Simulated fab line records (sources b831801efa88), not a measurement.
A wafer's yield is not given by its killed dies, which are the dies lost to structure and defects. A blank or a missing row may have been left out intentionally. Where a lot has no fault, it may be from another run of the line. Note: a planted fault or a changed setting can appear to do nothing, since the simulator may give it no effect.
fab line records ; flow gf180mcu
record lots=5; wafers=23
route steps=602 shown STI@8 DNWELL@34 NWELL@44 MVSD@68 VT_IMPLANT@92
start-h: the number of hours between the record's first day and the start of the first shown wafer of the lot ; wait-h: hours elapsed since this lot's preceding step ; " unchanged from the row above ; L1.1+2: a single row standing in for several wafers ; - no value, or no start given ; * or withheld: withheld ; < > ~ a bound
route shown NAME@n: NAME is a module with steps in the file, n the number in the route of the first one ; usual: mean/standard deviation of fault-free wafers ; same: alike in all rows ; chamber/n: place in a boat ; sites: per-site readings ; _std_site: standard deviation across them ; _edge_site: inner sites' mean taken away from outer sites' mean ; radius-mm: how far each site lies from the wafer's centre ; mask NAME#n: copy n ; behind: the tool/chamber that last shaped the wafer ; hold: the reason the lot was held/the length of the hold in hours/how it ended ; device: names the non-switching transistor (n, p or np) ; end of line: tests run on the same wafers once the route is complete ; where a step has no rows: the recipe by itself ; killed: dies lost to structure and defects at the first sort, not the wafer's yield ; map: a wafer's dies, x killed, . not, _ none there
set.NAME: the setting as run; set.NAME@STEP: as run at that earlier step ; model.NAME: the simulator's own value behind a step, which no gauge read
lots with deliberately changed settings; one table per step, one row per wafer
## steps
# step GF_STI_COAT_07
# recipe resist=KrF; spin-rpm=withheld; resist-thk-nm=700
lot.wafer;tool;chamber;start-h;wait-h;set.resist-thk-nm;model.KrF_of_STI_COAT_07.thk-nm
L074.1;litho-track-03;0;19.07;0.1;700;701.1
L074.2;litho-track-03;0;19.07;0.1;700;700.2
L074.3;litho-track-03;0;19.07;0.1;700;698.2
L074.5;litho-track-03;0;19.07;0.1;700;699.5
L074.6;litho-track-03;0;19.07;0.1;700;698.5
L077.2;litho-track-02;0;34.21;0.1;700;697.1
L077.3+6;litho-track-02;0;34.21;0.1;700;698.1
L077.4;litho-track-02;0;34.21;0.1;700;694.5
L077.5;litho-track-02;0;34.21;0.1;700;696.4
L079.1;litho-track-02;0;44.63;0.1;700;697.3
L079.2;litho-track-02;0;44.63;0.1;700;698.2
L079.3;litho-track-02;0;44.63;0.1;727.1;726.9
L079.4;litho-track-02;0;44.63;0.1;727.1;725.8
L079.5;litho-track-02;0;44.63;0.1;727.1;725.3
L080.1;litho-track-04;0;50.12;0.1;700;699.5
L080.2;litho-track-04;0;50.12;0.1;679.6;683.3
L080.3;litho-track-04;0;50.12;0.1;700;702.4
L080.4;litho-track-04;0;50.12;0.1;679.6;680.5
L080.6;litho-track-04;0;50.12;0.1;679.6;678
L082.1;litho-track-02;0;59.78;0.1;700;698.9
L082.3;litho-track-02;0;59.78;0.1;700;700.8
L082.5;litho-track-02;0;59.78;0.1;700;704
# step GF_STI_SOFTBAKE_08
# recipe temp-c=130; time-s=60; resist=KrF
lot.wafer;tool;chamber;start-h;wait-h;set.temp-c
L074.1+2;litho-track-03;0;19.22;0.1;130
L074.3+5+6;litho-track-03;0;19.22;0.1;133.5
L077.2+3+4+5+6;litho-track-02;0;34.36;0.1;130
L079.1+2+5;litho-track-02;0;44.78;0.1;130
L079.3+4;litho-track-02;0;44.78;0.1;128.8
L080.1+4;litho-track-04;0;50.27;0.1;130
L080.2+3+6;litho-track-04;0;50.27;0.1;133.4
L082.1+3+5;litho-track-02;0;59.93;0.1;130
# step GF_STI_EXPOSE_09
# recipe mask-id=COMP; target-cd-nm=220; na=0.68; source-shape=conventional; sigma-outer=0.6; dose-mj=28.23
# step GF_STI_PEB_10
# recipe peb-temp-c=135; peb-time-s=90; resist=KrF
# step GF_STI_ETCH_13
# recipe chemistry=CHF3/O2; stop-on=Si; over-etch-frac=0.3; target-depth-a=2823.1; source-w=600; bias-w=200; pressure-mtorr=40; chf3-flow-sccm=50; O2_flow_sccm=5; time-s=112.9
# step GF_STI_ETCH_14
# recipe target=Si; chemistry=HBr/Cl2/O2; target-depth-nm=360; icp-w=600; bias-w=150; pressure-mtorr=15; HBr_flow_sccm=150; Cl2_flow_sccm=40; O2_flow_sccm=6; time-s=102.9
# step GF_STI_STRIP_15
# recipe chemistry=O2/N2; power-w=1400; pressure-mtorr=1500; platen-temp-c=250; o2-flow-sccm=3000; n2-flow-sccm=300; overash-fraction=0.5
# usual strip-time-to-endpoint-s=3.71/0.045
lot.wafer;tool;chamber;start-h;wait-h;set.resist-thk-nm@STI_COAT_07;strip-time-to-endpoint-s
L074.1;plasma-asher-03;1;25.25;0.0;700;3.69
L074.2;plasma-asher-03;0;25.25;0.0;700;3.67
L074.3;plasma-asher-03;0;25.25;0.0;700;3.67
L074.5;plasma-asher-03;1;25.25;0.0;700;3.67
L074.6;plasma-asher-03;0;25.25;0.0;700;3.67
L077.2;plasma-asher-04;1;40.66;0.0;700;3.66
L077.3;plasma-asher-04;0;40.66;0.0;700;3.64
L077.4;plasma-asher-04;1;40.66;0.0;700;3.66
L077.5;plasma-asher-04;1;40.66;0.0;700;3.64
L077.6;plasma-asher-04;0;40.66;0.0;700;3.68
L079.1;plasma-asher-03;1;51.08;0.1;700;3.69
L079.2;plasma-asher-03;0;51.08;0.1;700;3.60
L079.3;plasma-asher-03;0;51.08;0.1;727.1;3.98
L079.4;plasma-asher-03;1;51.08;0.1;727.1;3.96
L079.5;plasma-asher-03;0;51.08;0.1;727.1;3.98
L080.1;plasma-asher-01;1;57.26;0.0;700;3.68
L080.2;plasma-asher-01;0;57.26;0.0;679.6;3.44
L080.3;plasma-asher-01;0;57.26;0.0;700;3.71
L080.4;plasma-asher-01;1;57.26;0.0;679.6;3.51
L080.6;plasma-asher-01;1;57.26;0.0;679.6;3.45
L082.1;plasma-asher-03;1;66.79;0.0;700;3.68
L082.3;plasma-asher-03;1;66.79;0.0;700;3.73
L082.5;plasma-asher-03;1;66.79;0.0;700;3.80
# step GF_DNWELL_COAT_02
# recipe spin-rpm=2000; resist-thk-nm=3000
lot.wafer;tool;chamber;start-h;wait-h;set.resist-thk-nm;model.coat_of_DNWELL_COAT_02.thk-nm
L074.1;litho-track-01;0;35.58;0.1;2900;2906
L074.2;litho-track-01;0;35.58;0.1;3000;3010
L074.3;litho-track-01;0;35.58;0.1;3000;2998
L074.5;litho-track-01;0;35.58;0.1;3000;3001
L074.6;litho-track-01;0;35.58;0.1;2900;2898
L077.2+4;litho-track-01;0;52.06;0.1;3000;3000
L077.3;litho-track-01;0;52.06;0.1;3000;2997
L077.5;litho-track-01;0;52.06;0.1;3000;2995
L077.6;litho-track-01;0;52.06;0.1;3000;3009
L079.1+3;litho-track-03;0;61.42;0.1;3000;3006
L079.2;litho-track-03;0;61.42;0.1;3180;3194
L079.4;litho-track-03;0;61.42;0.1;3180;3187
L079.5;litho-track-03;0;61.42;0.1;3180;3197
L080.1;litho-track-04;0;69.17;0.1;3065;3055
L080.2;litho-track-04;0;69.17;0.1;3065;3056
L080.3;litho-track-04;0;69.17;0.1;3000;2990
L080.4;litho-track-04;0;69.17;0.1;3000;2984
L080.6;litho-track-04;0;69.17;0.1;3000;2983
L082.1;litho-track-01;0;77.33;0.1;3000;2987
L082.3;litho-track-01;0;77.33;0.1;3000;2989
L082.5;litho-track-01;0;77.33;0.1;3000;2982
# step GF_DNWELL_SOFTBAKE_03
# recipe temp-c=110; time-s=withheld
# step GF_DNWELL_EXPOSE_04
# recipe mask-id=DNWELL; target-cd-nm=1700; na=0.6; source-shape=conventional; sigma-outer=0.6; dose-mj=260
# step GF_DNWELL_DEVELOP_06
# recipe wall-angle-deg=90; develop-time-s=60; dev-temp-c=23
# step GF_DNWELL_IMPLANT_07
# recipe species=P; energy-kev=1500; dose-cm2=1e+13; tilt-deg=0
# step GF_DNWELL_STRIP_08
# recipe chemistry=O2/N2; power-w=1400; pressure-mtorr=1500; platen-temp-c=250; o2-flow-sccm=3000; n2-flow-sccm=300; overash-fraction=0.5
# usual strip-time-to-endpoint-s=36.95/0.12
lot.wafer;tool;chamber;start-h;wait-h;set.resist-thk-nm@DNWELL_COAT_02;strip-time-to-endpoint-s
L074.1;plasma-asher-02;0;42.32;0.1;2900;35.87
L074.2;plasma-asher-02;1;42.32;0.1;3000;37.09
L074.3;plasma-asher-02;1;42.32;0.1;3000;36.91
L074.5;plasma-asher-02;0;42.32;0.1;3000;36.96
L074.6;plasma-asher-02;1;42.32;0.1;2900;35.78
L077.2;plasma-asher-03;1;59.07;0.1;3000;36.96
L077.3;plasma-asher-03;1;59.07;0.1;3000;36.93
L077.4;plasma-asher-03;0;59.07;0.1;3000;36.95
L077.5;plasma-asher-03;1;59.07;0.1;3000;36.90
L077.6;plasma-asher-03;0;59.07;0.1;3000;37.06
L079.1;plasma-asher-01;0;68.68;0.1;3000;37.03
L079.2;plasma-asher-01;1;68.68;0.1;3180;39.16
L079.3;plasma-asher-01;0;68.68;0.1;3000;37.03
L079.4;plasma-asher-01;1;68.68;0.1;3180;39.08
L079.5;plasma-asher-01;0;68.68;0.1;3180;39.21
L080.1;plasma-asher-03;1;76.58;0.1;3065;37.56
L080.2;plasma-asher-03;0;76.58;0.1;3065;37.56
L080.3;plasma-asher-03;0;76.58;0.1;3000;36.84
L080.4;plasma-asher-03;1;76.58;0.1;3000;36.75
L080.6;plasma-asher-03;1;76.58;0.1;3000;36.75
L082.1;plasma-asher-02;1;84.06;0.1;3000;36.78
L082.3;plasma-asher-02;1;84.06;0.1;3000;36.83
L082.5;plasma-asher-02;0;84.06;0.1;3000;36.73
# step GF_NWELL_COAT_02
# recipe spin-rpm=2000; resist-thk-nm=3000
lot.wafer;tool;chamber;start-h;wait-h;set.spin-rpm;model.coat_of_NWELL_COAT_02.thk-nm
L074.1;litho-track-02;0;48.18;0.1;2000;2986
L074.2;litho-track-02;0;48.18;0.1;2000;2982
L074.3;litho-track-02;0;48.18;0.1;2000;2992
L074.5+6;litho-track-02;0;48.18;0.1;2000;2997
L077.2;litho-track-03;0;65.49;0.1;2000;2993
L077.3;litho-track-03;0;65.49;0.1;2075;2939
L077.4+5;litho-track-03;0;65.49;0.1;2000;2986
L077.6;litho-track-03;0;65.49;0.1;2075;2935
L079.1;litho-track-02;0;75.33;0.1;2000;3007
L079.2;litho-track-02;0;75.33;0.1;2000;2998
L079.3;litho-track-02;0;75.33;0.1;2145;2899
L079.4;litho-track-02;0;75.33;0.1;2000;2997
L079.5;litho-track-02;0;75.33;0.1;2145;2889
L080.1;litho-track-03;0;82.86;0.1;2000;2995
L080.2;litho-track-03;0;82.86;0.1;1877;3099
L080.3;litho-track-03;0;82.86;0.1;1877;3096
L080.4;litho-track-03;0;82.86;0.1;1877;3087
L080.6;litho-track-03;0;82.86;0.1;2000;3005
L082.1;litho-track-02;0;90.83;0.1;2000;2995
L082.3;litho-track-02;0;90.83;0.1;2000;2999
L082.5;litho-track-02;0;90.83;0.1;2000;3001
# step GF_NWELL_SOFTBAKE_03
# recipe temp-c=110; time-s=withheld
# step GF_NWELL_EXPOSE_04
# recipe mask-id=Nwell; target-cd-nm=860; na=0.6; source-shape=conventional; sigma-outer=0.6; dose-mj=260
# step GF_NWELL_PEB_05
# recipe temp-c=115; time-s=withheld
# step GF_NWELL_DEVELOP_06
# recipe wall-angle-deg=90; develop-time-s=62.53; dev-temp-c=23
lot.wafer;tool;chamber;start-h;wait-h;set.spin-rpm@NWELL_COAT_02;model.NWELL.cd-nm
L074.1;litho-track-01;0;-;-;2000;858.8
L074.2;litho-track-01;0;-;-;2000;857.9
L074.3;litho-track-01;0;-;-;2000;859.5
L074.5;litho-track-01;0;-;-;2000;857.6
L074.6;litho-track-01;0;-;-;2000;857.8
L077.2;litho-track-01;0;-;-;2000;867.2
L077.3;litho-track-01;0;-;-;2075;869.7
L077.4;litho-track-01;0;-;-;2000;865.3
L077.5;litho-track-01;0;-;-;2000;864.3
L077.6;litho-track-01;0;-;-;2075;866.6
L079.1;litho-track-02;0;-;-;2000;858.6
L079.2;litho-track-02;0;-;-;2000;859.3
L079.3;litho-track-02;0;-;-;2145;864.6
L079.4;litho-track-02;0;-;-;2000;861.4
L079.5;litho-track-02;0;-;-;2145;865.3
L080.1;litho-track-03;0;-;-;2000;849.7
L080.2;litho-track-03;0;-;-;1877;846.1
L080.3;litho-track-03;0;-;-;1877;847.1
L080.4;litho-track-03;0;-;-;1877;847
L080.6;litho-track-03;0;-;-;2000;851.2
L082.1;litho-track-03;0;-;-;2000;858.5
L082.3;litho-track-03;0;-;-;2000;857.4
L082.5;litho-track-03;0;-;-;2000;858.6
# step GF_NWELL_IMPLANT_09
# recipe species=P; energy-kev=160; dose-cm2=4e+12; tilt-deg=0
lot.wafer;tool;chamber;start-h;wait-h;set.energy-kev;model.implant.rp-nm;model.implant.drp-nm
L074.1+5;implanter-03;0;55.32;0.1;160;202.3;65.9
L074.2+3+6;implanter-03;0;55.32;0.1;146.6;184.7;61.69
L077.2+3+4+5+6;implanter-03;0;72.49;0.1;160;201;65.9
L079.1+4;implanter-03;0;82.17;0.1;153.7;192.8;63.97
L079.2+3+5;implanter-03;0;82.17;0.1;160;201;65.9
L080.1+2+3+4+6;implanter-03;0;90.45;0.1;160;200.9;65.9
L082.1+3+5;implanter-02;0;97.72;0.1;160;206;65.9
# step GF_NWELL_STRIP_10
# recipe chemistry=O2/N2; power-w=1400; pressure-mtorr=1500; platen-temp-c=250; o2-flow-sccm=3000; n2-flow-sccm=300; overash-fraction=0.5
# usual strip-time-to-endpoint-s=36.89/0.078
lot.wafer;tool;chamber;start-h;wait-h;set.spin-rpm@NWELL_COAT_02;strip-time-to-endpoint-s
L074.1;plasma-asher-02;0;55.47;0.1;2000;36.79
L074.2;plasma-asher-02;1;55.47;0.1;2000;36.74
L074.3;plasma-asher-02;1;55.47;0.1;2000;36.84
L074.5;plasma-asher-02;0;55.47;0.1;2000;36.90
L074.6;plasma-asher-02;1;55.47;0.1;2000;36.90
L077.2;plasma-asher-02;1;72.62;0.1;2000;36.87
L077.3;plasma-asher-02;0;72.62;0.1;2075;36.27
L077.4;plasma-asher-02;1;72.62;0.1;2000;36.78
L077.5;plasma-asher-02;0;72.62;0.1;2000;36.78
L077.6;plasma-asher-02;1;72.62;0.1;2075;36.24
L079.1;plasma-asher-02;0;82.32;0.1;2000;37.02
L079.2;plasma-asher-02;1;82.32;0.1;2000;36.93
L079.3;plasma-asher-02;1;82.32;0.1;2145;35.77
L079.4;plasma-asher-02;0;82.32;0.1;2000;36.92
L079.5;plasma-asher-02;0;82.32;0.1;2145;35.67
L080.1;plasma-asher-04;0;90.60;0.1;2000;36.89
L080.2;plasma-asher-04;1;90.60;0.1;1877;38.09
L080.3;plasma-asher-04;0;90.60;0.1;1877;38.05
L080.4;plasma-asher-04;1;90.60;0.1;1877;37.95
L080.6;plasma-asher-04;0;90.60;0.1;2000;37.00
L082.1;plasma-asher-02;0;97.87;0.1;2000;36.89
L082.3;plasma-asher-02;0;97.87;0.1;2000;36.94
L082.5;plasma-asher-02;1;97.87;0.1;2000;36.97
# step GF_MVSD_COAT_02
# recipe spin-rpm=2000; resist-thk-nm=3000
lot.wafer;tool;chamber;start-h;wait-h;set.resist-thk-nm;model.coat_of_MVSD_COAT_02.thk-nm
L074.1;litho-track-02;0;75.98;0.1;3000;2993
L074.2;litho-track-02;0;75.98;0.1;3000;2999
L074.3;litho-track-02;0;75.98;0.1;3097;3089
L074.5;litho-track-02;0;75.98;0.1;3000;2995
L074.6;litho-track-02;0;75.98;0.1;3097;3098
L077.2;litho-track-02;0;92.46;0.1;3000;3003
L077.3+5;litho-track-02;0;92.46;0.1;3000;2998
L077.4;litho-track-02;0;92.46;0.1;3000;2992
L077.6;litho-track-02;0;92.46;0.1;3000;3002
L079.1;litho-track-03;0;103.21;0.1;3157;3151
L079.2;litho-track-03;0;103.21;0.1;3157;3152
L079.3;litho-track-03;0;103.21;0.1;3000;2990
L079.4;litho-track-03;0;103.21;0.1;3000;2995
L079.5;litho-track-03;0;103.21;0.1;3157;3163
L080.1;litho-track-02;0;110.98;0.1;3000;3000
L080.2;litho-track-02;0;110.98;0.1;3000;3003
L080.3;litho-track-02;0;110.98;0.1;3000;2996
L080.4;litho-track-02;0;110.98;0.1;3000;3001
L080.6;litho-track-02;0;110.98;0.1;3000;2999
L082.1;litho-track-02;0;118.83;0.1;3000;3000
L082.3;litho-track-02;0;118.83;0.1;3000;3001
L082.5;litho-track-02;0;118.83;0.1;3000;3004
# step GF_MVSD_SOFTBAKE_03
# recipe temp-c=110; time-s=withheld
# step GF_MVSD_EXPOSE_04
# recipe mask-id=MVSD; target-cd-nm=1000; na=0.6; source-shape=conventional; sigma-outer=0.6; dose-mj=260
# step GF_MVSD_IMPLANT_08
# recipe species=P; energy-kev=406.8; dose-cm2=1.6e+13; tilt-deg=0
# step GF_MVSD_IMPLANT_09
# recipe species=P; energy-kev=100; dose-cm2=5e+12; tilt-deg=0
# step GF_MVSD_STRIP_10
# recipe chemistry=O2/N2; power-w=1400; pressure-mtorr=1500; platen-temp-c=250; o2-flow-sccm=3000; n2-flow-sccm=300; overash-fraction=0.5
# usual strip-time-to-endpoint-s=36.96/0.08
lot.wafer;tool;chamber;start-h;wait-h;set.resist-thk-nm@MVSD_COAT_02;strip-time-to-endpoint-s
L074.1;plasma-asher-04;1;82.81;0.1;3000;36.88
L074.2;plasma-asher-04;0;82.81;0.1;3000;36.93
L074.3;plasma-asher-04;1;82.81;0.1;3097;37.97
L074.5;plasma-asher-04;1;82.81;0.1;3000;36.90
L074.6;plasma-asher-04;0;82.81;0.1;3097;38.06
L077.2;plasma-asher-04;0;99.37;0.1;3000;36.99
L077.3;plasma-asher-04;0;99.37;0.1;3000;36.92
L077.4;plasma-asher-04;1;99.37;0.1;3000;36.85
L077.5;plasma-asher-04;1;99.37;0.1;3000;36.94
L077.6;plasma-asher-04;0;99.37;0.1;3000;36.97
L079.1;plasma-asher-01;0;110.54;0.1;3157;38.71
L079.2;plasma-asher-01;1;110.54;0.1;3157;38.68
L079.3;plasma-asher-01;0;110.54;0.1;3000;36.82
L079.4;plasma-asher-01;1;110.54;0.1;3000;36.90
L079.5;plasma-asher-01;1;110.54;0.1;3157;38.79
L080.1;plasma-asher-04;1;118.87;0.1;3000;36.95
L080.2;plasma-asher-04;0;118.87;0.1;3000;36.99
L080.3;plasma-asher-04;1;118.87;0.1;3000;36.90
L080.4;plasma-asher-04;0;118.87;0.1;3000;36.97
L080.6;plasma-asher-04;1;118.87;0.1;3000;36.93
L082.1;plasma-asher-04;1;126.77;0.1;3000;36.95
L082.3;plasma-asher-04;0;126.77;0.1;3000;36.96
L082.5;plasma-asher-04;0;126.77;0.1;3000;37.00
# step GF_VT_IMPLANT_COAT_02
# recipe resist=NOVOLAK; spin-rpm=3000; resist-thk-nm=1000
lot.wafer;tool;chamber;start-h;wait-h;set.resist-thk-nm;model.NOVOLAK_of_VT_IMPLANT_COAT_02.thk-nm
L074.1+2+3;litho-track-03;0;103.86;0.1;1000;1002
L074.5;litho-track-03;0;103.86;0.1;1000;1004
L074.6;litho-track-03;0;103.86;0.1;1000;997.8
L077.2;litho-track-02;0;121.46;0.1;1048;1048
L077.3+4;litho-track-02;0;121.46;0.1;1048;1050
L077.5;litho-track-02;0;121.46;0.1;1000;1002
L077.6;litho-track-02;0;121.46;0.1;1000;1004
L079.1;litho-track-03;0;132.26;0.1;1000;996.1
L079.2;litho-track-03;0;132.26;0.1;1000;999.9
L079.3;litho-track-03;0;132.26;0.1;1020;1020
L079.4;litho-track-03;0;132.26;0.1;1000;998.1
L079.5;litho-track-03;0;132.26;0.1;1020;1019
L080.1;litho-track-02;0;140.73;0.1;1000;1006
L080.2+4;litho-track-02;0;140.73;0.1;1000;1004
L080.3;litho-track-02;0;140.73;0.1;1000;1007
L080.6;litho-track-02;0;140.73;0.1;1000;1005
L082.1+3;litho-track-01;0;150.23;0.1;1000;1004
L082.5;litho-track-01;0;150.23;0.1;1000;1007
# step GF_VT_IMPLANT_IMPLANT_08
# recipe species=BF2; energy-kev=20; dose-cm2=8.29e+12; tilt-deg=7
lot.wafer;tool;chamber;start-h;wait-h;set.energy-kev;model.implant.rp-nm;model.implant.drp-nm
L074.1+3+5;implanter-01;0;110.52;0.0;20.81;17.6;10.03
L074.2+6;implanter-01;0;110.52;0.0;20;17.06;9.752
L077.2+3+6;implanter-02;0;128.89;0.0;21.1;18.31;10.13
L077.4+5;implanter-02;0;128.89;0.0;20;17.56;9.752
L079.1+3+5;implanter-01;0;139.97;0.0;20.64;18.43;9.97
L079.2+4;implanter-01;0;139.97;0.0;20;17.98;9.752
L080.1+4+6;implanter-01;0;148.42;0.0;19.46;17.13;9.566
L080.2+3;implanter-01;0;148.42;0.0;20;17.5;9.752
L082.1+3+5;implanter-01;0;159.00;0.0;20;17.06;9.752
# step GF_VT_IMPLANT_STRIP_09
# recipe chemistry=O2/N2; power-w=1400; pressure-mtorr=1500; platen-temp-c=250; o2-flow-sccm=3000; n2-flow-sccm=300; overash-fraction=0.5
# usual strip-time-to-endpoint-s=12.65/0.034
lot.wafer;tool;chamber;start-h;wait-h;set.resist-thk-nm@VT_IMPLANT_COAT_02;strip-time-to-endpoint-s
L074.1;plasma-asher-03;0;110.67;0.1;1000;12.66
L074.2;plasma-asher-03;1;110.67;0.1;1000;12.66
L074.3;plasma-asher-03;0;110.67;0.1;1000;12.65
L074.5;plasma-asher-03;0;110.67;0.1;1000;12.68
L074.6;plasma-asher-03;1;110.67;0.1;1000;12.59
L077.2;plasma-asher-02;0;129.02;0.1;1048;13.12
L077.3;plasma-asher-02;0;129.02;0.1;1048;13.17
L077.4;plasma-asher-02;1;129.02;0.1;1048;13.16
L077.5;plasma-asher-02;0;129.02;0.1;1000;12.65
L077.6;plasma-asher-02;1;129.02;0.1;1000;12.68
L079.1;plasma-asher-03;1;140.12;0.1;1000;12.58
L079.2;plasma-asher-03;0;140.12;0.1;1000;12.62
L079.3;plasma-asher-03;0;140.12;0.1;1020;12.79
L079.4;plasma-asher-03;1;140.12;0.1;1000;12.59
L079.5;plasma-asher-03;0;140.12;0.1;1020;12.79
L080.1;plasma-asher-04;0;148.57;0.1;1000;12.70
L080.2;plasma-asher-04;1;148.57;0.1;1000;12.68
L080.3;plasma-asher-04;1;148.57;0.1;1000;12.73
L080.4;plasma-asher-04;0;148.57;0.1;1000;12.68
L080.6;plasma-asher-04;1;148.57;0.1;1000;12.69
L082.1;plasma-asher-02;0;159.15;0.1;1000;12.66
L082.3;plasma-asher-02;1;159.15;0.1;1000;12.67
L082.5;plasma-asher-02;0;159.15;0.1;1000;12.69
# step GF_VT_IMPLANT_TW_MEAS_10
# usual VT_IMPLANT_TW=566/3.9
lot.wafer;tool;chamber;start-h;wait-h;set.energy-kev@VT_IMPLANT_IMPLANT_08;VT_IMPLANT_TW
L074.1;film-metro-01;-;110.91;0.2;20.81;574
L074.2;film-metro-01;-;110.91;0.2;20;566
L074.3;film-metro-01;-;110.91;0.2;20.81;577
L074.5;film-metro-01;-;110.91;0.2;20.81;572
L074.6;film-metro-01;-;110.91;0.2;20;569
L077.2;film-metro-01;-;129.13;0.1;21.1;575
L077.3;film-metro-01;-;129.13;0.1;21.1;578
L077.4;film-metro-01;-;129.13;0.1;20;568
L077.5;film-metro-01;-;129.13;0.1;20;565
L077.6;film-metro-01;-;129.13;0.1;21.1;577
L079.1;film-metro-03;-;140.22;0.1;20.64;562
L079.2;film-metro-03;-;140.22;0.1;20;560
L079.3;film-metro-03;-;140.22;0.1;20.64;562
L079.4;film-metro-03;-;140.22;0.1;20;558
L079.5;film-metro-03;-;140.22;0.1;20.64;562
L080.1;film-metro-04;-;148.67;0.1;19.46;566
L080.2;film-metro-04;-;148.67;0.1;20;567
L080.3;film-metro-04;-;148.67;0.1;20;567
L080.4;film-metro-04;-;148.67;0.1;19.46;566
L080.6;film-metro-04;-;148.67;0.1;19.46;560
L082.1;film-metro-03;-;159.25;0.1;20;564
L082.3;film-metro-03;-;159.25;0.1;20;565
L082.5;film-metro-03;-;159.25;0.1;20;565
# step GF_VT_IMPLANT_IMPLANT_30
# recipe species=B; energy-kev=25; dose-cm2=2.534e+12; tilt-deg=7
lot.wafer;tool;chamber;start-h;wait-h;set.dose-cm2
L074.1+2+3;implanter-03;0;139.77;0.0;2.291e+12
L074.5+6;implanter-03;0;139.77;0.0;2.534e+12
L077.2+3;implanter-03;0;159.67;0.0;2.534e+12
L077.4+5+6;implanter-03;0;159.67;0.0;2.696e+12
L079.1+3;implanter-01;0;171.42;0.0;2.534e+12
L079.2+4+5;implanter-01;0;171.42;0.0;2.853e+12
L080.1+3+6;implanter-01;0;180.92;0.0;2.534e+12
L080.2+4;implanter-01;0;180.92;0.0;2.185e+12
L082.1+3+5;implanter-03;0;191.57;0.0;2.534e+12
# step GF_VT_IMPLANT_STRIP_31
# recipe chemistry=O2/N2; power-w=1400; pressure-mtorr=1500; platen-temp-c=250; o2-flow-sccm=3000; n2-flow-sccm=300; overash-fraction=0.5
# step GF_VT_IMPLANT_TW_MEAS_32
# usual VT_IMPLANT_3_TW=270.0/1.6
lot.wafer;tool;chamber;start-h;wait-h;set.dose-cm2@VT_IMPLANT_IMPLANT_30;VT_IMPLANT_3_TW
L074.1;film-metro-01;-;140.02;0.1;2.291e+12;262.8
L074.2;film-metro-01;-;140.02;0.1;2.291e+12;262.6
L074.3;film-metro-01;-;140.02;0.1;2.291e+12;263.5
L074.5;film-metro-01;-;140.02;0.1;2.534e+12;269.2
L074.6;film-metro-01;-;140.02;0.1;2.534e+12;269.6
L077.2;film-metro-04;-;159.91;0.1;2.534e+12;269.7
L077.3;film-metro-04;-;159.91;0.1;2.534e+12;270.1
L077.4;film-metro-04;-;159.91;0.1;2.696e+12;276.3
L077.5;film-metro-04;-;159.91;0.1;2.696e+12;276.3
L077.6;film-metro-04;-;159.91;0.1;2.696e+12;275.4
L079.1;film-metro-04;-;171.67;0.1;2.534e+12;270.5
L079.2;film-metro-04;-;171.67;0.1;2.853e+12;281.8
L079.3;film-metro-04;-;171.67;0.1;2.534e+12;273.5
L079.4;film-metro-04;-;171.67;0.1;2.853e+12;280.6
L079.5;film-metro-04;-;171.67;0.1;2.853e+12;281.1
L080.1;film-metro-04;-;181.17;0.1;2.534e+12;270.6
L080.2;film-metro-04;-;181.17;0.1;2.185e+12;258.3
L080.3;film-metro-04;-;181.17;0.1;2.534e+12;269.2
L080.4;film-metro-04;-;181.17;0.1;2.185e+12;258.7
L080.6;film-metro-04;-;181.17;0.1;2.534e+12;270.9
L082.1;film-metro-03;-;191.82;0.1;2.534e+12;266.7
L082.3;film-metro-03;-;191.82;0.1;2.534e+12;267.2
L082.5;film-metro-03;-;191.82;0.1;2.534e+12;267.5
## key
split step=GF_STI_COAT_07; setting=resist-thk-nm; stated=700; by=wafer
response step=GF_STI_COAT_07; reading=model.KrF_of_STI_COAT_07.thk-nm; change=+7.18; per=1%; r=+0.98
response step=GF_STI_STRIP_15; reading=strip-time-to-endpoint-s; change=*; per=1%; r=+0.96
split step=GF_STI_SOFTBAKE_08; setting=temp-c; stated=130; by=wafer
response none clear
split step=GF_DNWELL_COAT_02; setting=resist-thk-nm; stated=3000; by=wafer
response step=GF_DNWELL_COAT_02; reading=model.coat_of_DNWELL_COAT_02.thk-nm; change=+31; per=1%; r=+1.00
response step=GF_DNWELL_STRIP_08; reading=strip-time-to-endpoint-s; change=*; per=1%; r=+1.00
split step=GF_NWELL_COAT_02; setting=spin-rpm; stated=2000; by=wafer
response step=GF_NWELL_COAT_02; reading=model.coat_of_NWELL_COAT_02.thk-nm; change=-14.8; per=1%; r=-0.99
response step=GF_NWELL_DEVELOP_06; reading=model.NWELL.cd-nm; change=+0.67; per=1%; r=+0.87
response step=GF_NWELL_STRIP_10; reading=strip-time-to-endpoint-s; change=*; per=1%; r=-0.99
split step=GF_NWELL_IMPLANT_09; setting=energy-kev; stated=160; by=wafer
response step=GF_NWELL_IMPLANT_09; reading=model.implant.rp-nm; change=+2.1; per=1%; r=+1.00
response step=GF_NWELL_IMPLANT_09; reading=model.implant.drp-nm; change=+0.5; per=1%; r=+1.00
split step=GF_MVSD_COAT_02; setting=resist-thk-nm; stated=3000; by=wafer
response step=GF_MVSD_COAT_02; reading=model.coat_of_MVSD_COAT_02.thk-nm; change=+30.9; per=1%; r=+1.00
response step=GF_MVSD_STRIP_10; reading=strip-time-to-endpoint-s; change=*; per=1%; r=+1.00
split step=GF_VT_IMPLANT_COAT_02; setting=resist-thk-nm; stated=1000; by=wafer
response step=GF_VT_IMPLANT_COAT_02; reading=model.NOVOLAK_of_VT_IMPLANT_COAT_02.thk-nm; change=+9.79; per=1%; r=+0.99
response step=GF_VT_IMPLANT_STRIP_09; reading=strip-time-to-endpoint-s; change=*; per=1%; r=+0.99
split step=GF_VT_IMPLANT_IMPLANT_08; setting=energy-kev; stated=20; by=wafer
response step=GF_VT_IMPLANT_IMPLANT_08; reading=model.implant.rp-nm; change=+0.136; per=1%; r=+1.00
response step=GF_VT_IMPLANT_IMPLANT_08; reading=model.implant.drp-nm; change=+0.0681; per=1%; r=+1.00
response step=GF_VT_IMPLANT_TW_MEAS_10; reading=VT_IMPLANT_TW; change=+1.63; per=1%; r=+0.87
split step=GF_VT_IMPLANT_IMPLANT_30; setting=dose-cm2; stated=2.534e+12; by=wafer
response step=GF_VT_IMPLANT_TW_MEAS_32; reading=VT_IMPLANT_3_TW; change=+0.785; per=1%; r=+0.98
